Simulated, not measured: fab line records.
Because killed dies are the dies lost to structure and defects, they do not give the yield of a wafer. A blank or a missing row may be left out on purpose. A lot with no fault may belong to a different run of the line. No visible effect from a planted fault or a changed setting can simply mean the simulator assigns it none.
A lot that was struck, set against a sound lot    flow sky130    15 steps out of a route of 708
Sound: these wafers, L960.1, L960.3, L960.6. The struck wafers were L945.1, L945.2, L945.4. The cause is named last.
Each step with rows lists, per side, the tool, then ch with its chambers, then its first start. Under that, the readings that differ: sound wafers    struck wafers    difference of the means    sigmas: that difference in standard deviations of wafers without a fault.
alike: words and numbers the same on both sides, and readings whose means are apart by under 2 such deviations; not compared: readings that were withheld, readings missing a value for some wafer, numbers with overlapping values and no deviation given by the record, and bounds like >300 which may hide the same value.
Wherever a step has rows on one side only, a row that says differs or no value, or a row with sigmas, the two part there. When numbers do not overlap yet have no deviation, they are printed without sigmas and do not part them. A reading that every wafer of one side lacks parts them only if that side has two wafers or more.

SKY_SONOS_ONO_THK_MEAS_05:
  struck on filmMetro-02, day 14 06:59; sound on filmMetro-02, day 19 02:09
reading                    sound           struck          difference  sigmas
SONOS_ONO_CVD_04_THK (nm)  5.54 5.60 5.53  5.73 5.76 5.76  +0.19       +2
then, 7 steps without rows for these wafers: SKY_SONOS_ONO_DEHYDRATE_06 (time 60 s); SKY_SONOS_ONO_HMDS_07 (prime time 60 s); SKY_SONOS_ONO_COAT_08 (resist thk 1140 nm); SKY_SONOS_ONO_SOFTBAKE_09 (time 60 s); SKY_SONOS_ONO_EXPOSE_10 (exposes mask ONOM, target cd 410 nm); SKY_SONOS_ONO_PEB_11; SKY_SONOS_ONO_DEVELOP_12 (develop time 60 s).
SKY_SONOS_ONO_CD_MEAS_13 targets a cd of 410 nm.
  struck on cdSem-01, day 15 09:59; sound on cdSem-02, day 20 08:14
  alike: cdNm
SKY_SONOS_ONO_OVL_MEAS_14:
  struck on overlay-02, day 15 10:06; sound on overlay-02, day 20 08:21
  alike: SONOS_ONO_OVL
SKY_SONOS_ONO_ETCH_15: etches the open film in CHF3/O2, target depth 19.52 nm, time 7.8 s.
  sound on rieDiel-04 ch 0,1,2, day 20 08:23; struck on rieDiel-04 ch 0,1,3, day 15 10:08
  alike: drypumpMotorCurrentA, oesProductAu, throttleValvePct
  not compared: rfHoursCounterH
then, 1 step without rows for these wafers: SKY_SONOS_ONO_WET_ETCH_16 (etches SiO2 in dHF, target depth 14 nm, time 280 s).
SKY_SONOS_ONO_STRIP_17: strips in O2/N2.
  sound on plasmaAsher-01 ch 0,1, day 20 08:30; struck on plasmaAsher-04 ch 0,1, day 15 10:14
  no value came back on the struck wafers for chamberPressureMTorr (mTorr), drypumpMotorCurrentA (A), oesProductAu (a.u.), stripTimeToEndpointS (s); on the sound wafers chamberPressureMTorr (mTorr) reads 1498.7 1499.2 1500.0
reading                                        sound  struck          difference  sigmas
model.NOVOLAK_of_SONOS_ONO_COAT_08.thkNm (nm)  0 0 0  1128 1128 1130  +1129       
  not compared: rfHoursCounterH
then, 1 step without rows for these wafers: SKY_SONOS_ONO_WET_ETCH_18 (etches Si3N4 in H3PO4, target depth 15 nm, time 172 s).
-- here the record skips 32 days between the struck wafers' starts before and after, leaving off in module SONOS_ONO and picking up in module PAD_OPEN (first step shown: number 708 of the route) --
SKY_PAD_OPEN_PROBE_99:
  struck on prober-01, day 47 19:50; sound on prober-01, day 50 17:12
reading           sound      struck                                                             difference                    sigmas
hold              - - -      awaitDispo/2.9h/scrap awaitDispo/2.9h/scrap awaitDispo/2.9h/scrap  no value on the sound wafers  
killedAtContacts  17 24 23   39 27 30                                                           +11                           +2
killedAtFrontEnd  16 16 18   401 411 414                                                        +392                          +96
killedAtOther     0 0 0      2 3 0                                                              +2                            +2
killedDies        78 110 90  492 492 492                                                        +399                          +42
killedOnRim       15 22 18   96 96 96                                                           +78                           +20
  alike: killed_at_M0_to_M3, killed_at_M4_up, killedOpen, killedShort

== WHERE THEY PART ==
At SKY_SONOS_ONO_THK_MEAS_05 first; at SKY_PAD_OPEN_PROBE_99 last (within this record only).

WHY: what had been put in by the simulator
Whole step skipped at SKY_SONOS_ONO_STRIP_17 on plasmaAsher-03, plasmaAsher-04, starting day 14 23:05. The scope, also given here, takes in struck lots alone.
